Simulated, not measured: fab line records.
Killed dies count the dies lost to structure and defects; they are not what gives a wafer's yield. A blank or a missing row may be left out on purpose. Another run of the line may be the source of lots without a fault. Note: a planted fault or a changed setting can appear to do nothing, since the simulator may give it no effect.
Chamber matching || flow sky130 || 4 sister chambers for SKY_VIA3_CMP_02 on cmp-01
The step polishes SiO2. 14 wafers are shown with their chamber, then 7 later ones without.

## WAFERS, EACH WITH ITS CHAMBER
{"wafer": "L353.1", "chamber": 1, "motor-current-A (A)": 11.6}
{"wafer": "L353.2", "chamber": 3, "motor-current-A (A)": 13.4}
{"wafer": "L353.6", "chamber": 0, "motor-current-A (A)": 11.3}
{"wafer": "L358.1", "chamber": 0, "motor-current-A (A)": 11.6}
{"wafer": "L358.2", "chamber": 1, "motor-current-A (A)": 11.3}
{"wafer": "L358.4", "chamber": 2, "motor-current-A (A)": 15.6}
{"wafer": "L359.1", "chamber": 1, "motor-current-A (A)": 11.0}
{"wafer": "L359.2", "chamber": 0, "motor-current-A (A)": 12.0}
{"wafer": "L359.3", "chamber": 2, "motor-current-A (A)": 15.0}
{"wafer": "L360.2", "chamber": 2, "motor-current-A (A)": 14.8}
{"wafer": "L360.4", "chamber": 1, "motor-current-A (A)": 10.9}
{"wafer": "L360.6", "chamber": 2, "motor-current-A (A)": 15.4}
{"wafer": "L363.1", "chamber": 0, "motor-current-A (A)": 12.1}
{"wafer": "L363.3", "chamber": 1, "motor-current-A (A)": 11.1}

SIGNATURES, as means of the wafers listed above
{"reading": "motor-current-A", "chamber 0": 11.750, "chamber 1": 11.180, "chamber 2": 15.200, "chamber 3": 13.400, "scatter within a chamber": 0.334}
Rule: for each reading, subtract the chamber's mean from the wafer's reading, divide by that reading's scatter and square the result; add these up over the readings and take the root, which gives the wafer's distance from the chamber. If the next closest chamber is less than 2 further off than the closest, the wafer can't be placed; otherwise it belongs to the closest. The scatter: take each reading less its chamber's mean, square it, sum over the shown wafers, divide by the number of wafers less the number of chambers, and take the root.

## WAFERS MISSING THEIR CHAMBER
{"wafer": "L363.4", "motor-current-A (A)": 15.0}
{"wafer": "L370.1", "motor-current-A (A)": 13.2}
{"wafer": "L370.5", "motor-current-A (A)": 11.6}
{"wafer": "L370.6", "motor-current-A (A)": 11.6}
{"wafer": "L371.1", "motor-current-A (A)": 11.3}
{"wafer": "L371.4", "motor-current-A (A)": 14.8}
{"wafer": "L371.6", "motor-current-A (A)": 15.2}

## CHAMBER TAKEN BY EACH
{"wafer": "L363.4", "from the rows above": 2, "in truth": 2}
{"wafer": "L370.1", "from the rows above": 3, "in truth": 3}
{"wafer": "L370.5", "from the rows above": "can't be placed: 0 or 1", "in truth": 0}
{"wafer": "L370.6", "from the rows above": "can't be placed: 0 or 1", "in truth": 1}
{"wafer": "L371.1", "from the rows above": "can't be placed: 1 or 0", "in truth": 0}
{"wafer": "L371.4", "from the rows above": 2, "in truth": 2}
{"wafer": "L371.6", "from the rows above": 2, "in truth": 2}
Correct placement for 4 of the 7. These rows do not allow placing 3 (true chamber among the candidates in 3). Number placed wrongly: 0.
